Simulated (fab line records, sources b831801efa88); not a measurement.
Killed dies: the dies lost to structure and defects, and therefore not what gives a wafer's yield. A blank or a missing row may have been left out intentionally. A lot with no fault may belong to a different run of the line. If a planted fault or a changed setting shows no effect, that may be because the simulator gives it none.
Which tool is to blame? ; flow gf180mcu ; 6 lots, 18 wafers sampled, at 3 steps of a route of 602

WHAT THE GAUGES READ, wafer by wafer
GF_V5_BOW_MEAS_05.
lot;measured;on;V5_BOW (um)
L363;day 27 07:24;film_metro-04;135 135 143
L366;day 28 11:14;film_metro-04;148 155 157
L367;day 29 03:20;film_metro-03;135 133 138
L370;day 29 08:39;film_metro-04;159 136 142
L372;day 30 00:37;film_metro-03;130 136 129
L376;day 31 05:52;film_metro-02;130 128 131

EACH LOT AND THE TOOL THAT RAN IT (in order: tool; ch and the chambers of the sampled wafers; start)
lot;GF_V4_SPUTTER_22;GF_MIM_SPUTTER_04
L363;pvd_sputter-04, day 25 20:16;pvd_sputter-01, day 25 21:11
L366;pvd_sputter-01, day 26 16:06;pvd_sputter-02, day 26 16:55
L367;pvd_sputter-01, day 27 09:17;pvd_sputter-04, day 27 10:06
L370;pvd_sputter-03, day 27 14:46;pvd_sputter-04, day 27 15:34
L372;pvd_sputter-01, day 28 09:04;pvd_sputter-04, day 28 09:53
L376;pvd_sputter-01, day 29 14:09;pvd_sputter-01, day 29 14:58
- GF_V4_SPUTTER_22: material TiN, target thk 10 nm, time 40 s.
- GF_MIM_SPUTTER_04: material TiN, target thk 50 nm, time 41.7 s.

THE ANSWER, worked out from the rows above alone
Rule: the lots themselves supply what counts as usual. Put in order of their means at a reading, lots are off if they are a third of the lots or fewer, leave a main group of 4 or more, and stand apart from it by a gap of 3 or more times the standard deviation of the main group's means; of several such gaps the widest counts. A main group is skipped when, at the precision printed for the reading in the tables above, its means are all equal. A lot without any number at a reading at which 4 lots or more have one is off too. Where the step has rows for the other lots, those lots are counted as sound.
None of the lots is off at any reading shown; this tells nothing.

WHAT THE SIMULATOR HAD PUT IN
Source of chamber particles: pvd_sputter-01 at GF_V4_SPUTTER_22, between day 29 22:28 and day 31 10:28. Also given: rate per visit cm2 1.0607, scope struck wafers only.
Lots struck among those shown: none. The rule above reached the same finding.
